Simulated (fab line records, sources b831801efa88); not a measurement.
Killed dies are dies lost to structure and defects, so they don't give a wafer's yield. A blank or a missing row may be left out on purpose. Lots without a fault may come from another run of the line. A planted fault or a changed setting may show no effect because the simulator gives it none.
Tool commonality check | flow gf180mcu | 12 lots, 36 wafers sampled

WHY IT WAS OPENED
At GF_TOP_METAL_CD_MEAS_14 the reading cd_nm is flagged on 2 of 12 lots. Wafers without a fault read 439.5 nm, standard deviation 2.2.
Rule: a lot is flagged when every wafer of it that has a number lies more than 4 standard deviations from that mean, or none has a number. The other lots count as sound.

lot  | measured     | on        | cd_nm (nm), wafer by wafer | flag
L532 | day 28 03:17 | cd_sem-01 | 440.5 440.0 439.6          |
L537 | day 29 13:16 | cd_sem-02 | 444.3 440.9 443.6          |
L539 | day 30 02:17 | cd_sem-02 | 467.9 468.5 468.3          | FLAGGED
L540 | day 30 12:46 | cd_sem-01 | 468.1 470.5 469.0          | FLAGGED
L546 | day 32 15:32 | cd_sem-02 | 437.4 440.2 439.7          |
L548 | day 33 11:52 | cd_sem-02 | 436.8 439.4 440.1          |
L549 | day 33 12:47 | cd_sem-01 | 438.3 438.8 441.4          |
L550 | day 34 00:09 | cd_sem-02 | 436.6 435.5 439.9          |
L551 | day 34 01:54 | cd_sem-01 | 441.4 441.1 444.8          |
L553 | day 34 12:08 | cd_sem-01 | 441.7 442.6 441.7          |
L554 | day 34 12:32 | cd_sem-02 | 442.7 440.5 443.6          |
L552 | day 34 13:11 | cd_sem-02 | 438.4 437.0 439.7          |
The numbers of the flagged lots are 468.7 nm on average: +29.2 nm against the usual, or +13 standard deviations.

WHICH TOOL RAN EACH LOT
The record holds 2 process steps before the reading, out of a route of 602 steps. In each cell: the tool, then ch and the chambers that the sampled wafers went through, then the start.
lot  | flag    | GF_MIM_CVD_05                   | GF_TOP_METAL_COAT_09
L532 |         | pecvd-03 ch 0,1,2, day 24 10:58 | litho_track-03 ch 0, day 27 16:49
L537 |         | pecvd-02 ch 0,1,2, day 26 00:43 | litho_track-02 ch 0, day 29 03:54
L539 | FLAGGED | pecvd-02 ch 0,1,2, day 26 15:37 | litho_track-03 ch 0, day 29 16:52
L540 | FLAGGED | pecvd-04 ch 1,2, day 27 04:31   | litho_track-03 ch 0, day 30 03:10
L546 |         | pecvd-02 ch 1,2, day 29 13:37   | litho_track-02 ch 0, day 32 07:45
L548 |         | pecvd-02 ch 0,1,2, day 30 15:03 | litho_track-03 ch 0, day 33 04:13
L549 |         | pecvd-04 ch 0,1,2, day 30 15:29 | litho_track-02 ch 0, day 33 04:57
L550 |         | pecvd-02 ch 0,1,2, day 31 04:10 | litho_track-03 ch 0, day 33 16:05
L551 |         | pecvd-04 ch 0,2, day 31 05:39   | litho_track-02 ch 0, day 33 18:30
L553 |         | pecvd-03 ch 0,1,2, day 31 16:08 | litho_track-03 ch 0, day 34 03:49
L554 |         | pecvd-04 ch 1,2, day 31 16:29   | litho_track-02 ch 0, day 34 04:31
L552 |         | pecvd-03 ch 1,2, day 31 16:50   | litho_track-03 ch 0, day 34 05:02
What these steps do:
- GF_MIM_CVD_05: deposits Si3N4, target thk 42 nm, time 29.086 s.
- GF_TOP_METAL_COAT_09: resist thk 1500 nm.
- GF_TOP_METAL_CD_MEAS_14: target cd 440 nm.

FLAGGED OVER TOTAL, TOOL BY TOOL (the gauges that took the reading come last)
step                    | tool           | lots run | flagged | share of the flagged lots | sound lots run after its first flagged lot
GF_MIM_CVD_05           | pecvd-02       | 5        | 1       | some                      | 3 (L546,L548,L550)
GF_MIM_CVD_05           | pecvd-03       | 3        | 0       | none                      | -
GF_MIM_CVD_05           | pecvd-04       | 4        | 1       | some                      | 3 (L549,L551,L554)
GF_TOP_METAL_COAT_09    | litho_track-02 | 5        | 0       | none                      | -
GF_TOP_METAL_COAT_09    | litho_track-03 | 7        | 2       | all                       | 4 (L548,L550,L553,L552)
GF_TOP_METAL_CD_MEAS_14 | cd_sem-01      | 5        | 1       | some                      | 3 (L549,L551,L553)
GF_TOP_METAL_CD_MEAS_14 | cd_sem-02      | 7        | 1       | some                      | 5 (L546,L548,L550,L554,L552)

WHAT THE TABLE ALLOWS
1 row of the table ran every flagged lot: litho_track-03 at GF_TOP_METAL_COAT_09.
- litho_track-03 at GF_TOP_METAL_COAT_09: 2 of its 7 lots flagged. Sound lots ran on it after the first flagged one (L548, L550, L553, L552), which a lasting fault on the whole tool wouldn't allow.
No row of the table ran every flagged lot and no sound lot after the first.

WHAT THE SIMULATOR HAD PUT IN
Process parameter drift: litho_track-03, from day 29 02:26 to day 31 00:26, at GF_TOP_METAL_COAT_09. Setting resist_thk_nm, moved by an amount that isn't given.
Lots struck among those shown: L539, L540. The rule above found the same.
